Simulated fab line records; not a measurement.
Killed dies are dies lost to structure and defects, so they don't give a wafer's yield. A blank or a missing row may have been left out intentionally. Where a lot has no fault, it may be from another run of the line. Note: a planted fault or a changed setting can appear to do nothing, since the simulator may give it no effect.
Chamber matching    flow gf180mcu    cmp-02 running GF_V5_CMP_26: 4 sister chambers
The step polishes, stops on SiO2, t overpolish 15 s, target thk 0 nm. 4 wafers are shown with their chamber, then 7 later ones without.

## EACH WAFER AND ITS CHAMBER
wafer   chamber  timeToEndpointS (s)
L644.1  3        77
L644.4  1        86
L654.1  2        74
L654.4  0        84

## WAFERS WITH NO CHAMBER GIVEN
wafer   timeToEndpointS (s)
L654.6  83
L658.2  78
L658.3  78
L658.6  86
L659.1  77
L659.4  85
L659.6  80

## EACH ONE'S CHAMBER
wafer    from the rows above       in truth
L654.6   can't be placed: 0 or 1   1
L658.2   3                         3
L658.3   3                         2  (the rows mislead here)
L658.6   can't be placed: 1 or 0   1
L659.1   3                         3
L659.4   can't be placed: 0 or 1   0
L659.6   can't be placed: 3 or 0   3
Placed correctly: 2 of 7. These rows do not allow placing 4 (true chamber among the candidates in 4). 1 placed wrongly.
How it was worked out, from the rows above alone: a wafer's distance from a chamber is the root of the sum, over the readings, of the square of ((its reading less the chamber's mean) divided by the reading's scatter). If the next closest chamber is less than 2 further off than the closest, the wafer can't be placed; otherwise it belongs to the closest. A chamber's mean is the mean of its shown wafers. The scatter (one wafer shown for each chamber): square how far every hidden wafer sits from the nearest shown wafer, average those squares and take the square root.
